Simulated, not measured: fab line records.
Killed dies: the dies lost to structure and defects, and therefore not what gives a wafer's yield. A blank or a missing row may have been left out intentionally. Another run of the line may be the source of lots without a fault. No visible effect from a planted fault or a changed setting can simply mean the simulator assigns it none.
Which of the tools did it? + flow sky130 + 10 lots, 27 wafers sampled, at 3 steps of a route of 708

WHAT EACH GAUGE READ, for each wafer
SKY_LI_CONTACT_RS_MEAS_22: measures by four-point-probe.
| lot  | measured     | on            | LI_CONTACT_W_RS (ohm/sq) |
|------|--------------|---------------|--------------------------|
| L691 | day 28 18:19 | film-metro-01 | 0.279 0.283 0.286        |
| L694 | day 29 19:16 | film-metro-02 | 0.289 0.278 0.287        |
| L695 | day 30 05:49 | film-metro-01 | 0.283 0.280 0.281        |
| L696 | day 30 22:20 | film-metro-04 | 0.283 0.284 0.289        |
| L700 | day 32 08:20 | film-metro-04 | 0.282 0.282 0.286        |
| L701 | day 32 18:56 | film-metro-04 | 0.283 0.282 0.283        |
| L703 | day 33 10:05 | film-metro-01 | 0.286 0.284 0.288        |
| L709 | day 35 08:37 | film-metro-04 | 0.699 0.284 0.700 0.284  |
| L710 | day 35 17:48 | film-metro-02 | 0.733 0.286 0.736 0.287  |
| L711 | day 36 00:01 | film-metro-04 | 0.691 0.288 0.692 0.288  |

SKY_LI_CONTACT_THK_MEAS_23: measures by xrf.
| lot  | measured     | on            | LI_CONTACT_W_THK (nm) |
|------|--------------|---------------|-----------------------|
| L691 | day 28 18:26 | film-metro-01 | 414 406 403           |
| L694 | day 29 19:21 | film-metro-02 | 406 423 408           |
| L695 | day 30 05:55 | film-metro-01 | 409 413 409           |
| L696 | day 30 22:28 | film-metro-04 | 406 404 402           |
| L700 | day 32 08:27 | film-metro-04 | 404 408 400           |
| L701 | day 32 19:03 | film-metro-04 | 405 406 403           |
| L703 | day 33 10:11 | film-metro-01 | 406 408 401           |
| L709 | day 35 16:07 | film-metro-04 | 165 407 164 407       |
| L710 | day 35 23:06 | film-metro-02 | 158 409 158 405       |
| L711 | day 36 01:52 | film-metro-04 | 169 409 168 408       |

WHICH TOOL RAN EACH LOT (tool, then ch and the chambers of the sampled wafers, then the start)
| lot  | SKY_LI_CONTACT_CVD_21         |
|------|-------------------------------|
| L691 | cvd-w-01 ch 0,1, day 28 18:11 |
| L694 | cvd-w-02 ch 0,1, day 29 19:07 |
| L695 | cvd-w-02 ch 0,1, day 30 05:41 |
| L696 | cvd-w-02 ch 0,1, day 30 22:10 |
| L700 | cvd-w-01 ch 0,1, day 32 08:12 |
| L701 | cvd-w-02 ch 0,1, day 32 18:48 |
| L703 | cvd-w-01 ch 0,1, day 33 09:56 |
| L709 | cvd-w-01 ch 1, day 35 08:28   |
| L710 | cvd-w-01 ch 0, day 35 17:39   |
| L711 | cvd-w-01 ch 0,1, day 35 23:53 |
- SKY_LI_CONTACT_CVD_21: deposits W, target thk 400 nm, time 120.56 s.

AS READ BY THE TOOLS THEMSELVES (means over the sampled wafers that have a number; for cases with no such wafer, the mark the record gives instead)
SKY_LI_CONTACT_CVD_21.
| lot  | tool     | heater-power-w (W) |
|------|----------|--------------------|
| L691 | cvd-w-01 | 896                |
| L694 | cvd-w-02 | 901                |
| L695 | cvd-w-02 | 916                |
| L696 | cvd-w-02 | 916                |
| L700 | cvd-w-01 | 897                |
| L701 | cvd-w-02 | 923                |
| L703 | cvd-w-01 | 893                |
| L709 | cvd-w-01 | 878                |
| L710 | cvd-w-01 | 953                |
| L711 | cvd-w-01 | 922                |

THE ANSWER, worked out from the rows above alone
Rule: the lots themselves supply what counts as usual. Put in order of their means at a reading, lots are off if they are a third of the lots or fewer, leave a main group of 4 or more, and stand apart from it by a gap of 3 or more times the standard deviation of the main group's means; of several such gaps the widest counts. Not used: any main group whose means are identical at the precision the tables above print for the reading. Also off: a lot with no number at a reading for which 4 or more lots have one. Where the step has rows for the other lots, those lots are counted as sound. First the gauges in route order, then the tools' own readings, where a lot's mean is used as printed above. At the first step where some lot is off, the reading lying furthest off is the one used; lots without a number count as furthest.
Off: L709, L710, L711, at SKY_LI_CONTACT_RS_MEAS_22 (LI_CONTACT_W_RS). Mean 0.284 ohm/sq and standard deviation 0.0015 in the main group.
A tool fits if, at a process step before that reading, it ran every lot that is off, and no sound lot after the first of them. Gauges at SKY_LI_CONTACT_RS_MEAS_22: tried the same way as those tools. One fits: cvd-w-01 at SKY_LI_CONTACT_CVD_21. Its last sound lot is L703 (day 33 09:56), its first lot that is off L709 (day 35 08:28): a fault that began between those two fits.

WHAT THE SIMULATOR PUT IN
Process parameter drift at SKY_LI_CONTACT_CVD_21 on cvd-w-01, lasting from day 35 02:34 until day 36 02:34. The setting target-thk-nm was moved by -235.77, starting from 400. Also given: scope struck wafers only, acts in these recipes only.
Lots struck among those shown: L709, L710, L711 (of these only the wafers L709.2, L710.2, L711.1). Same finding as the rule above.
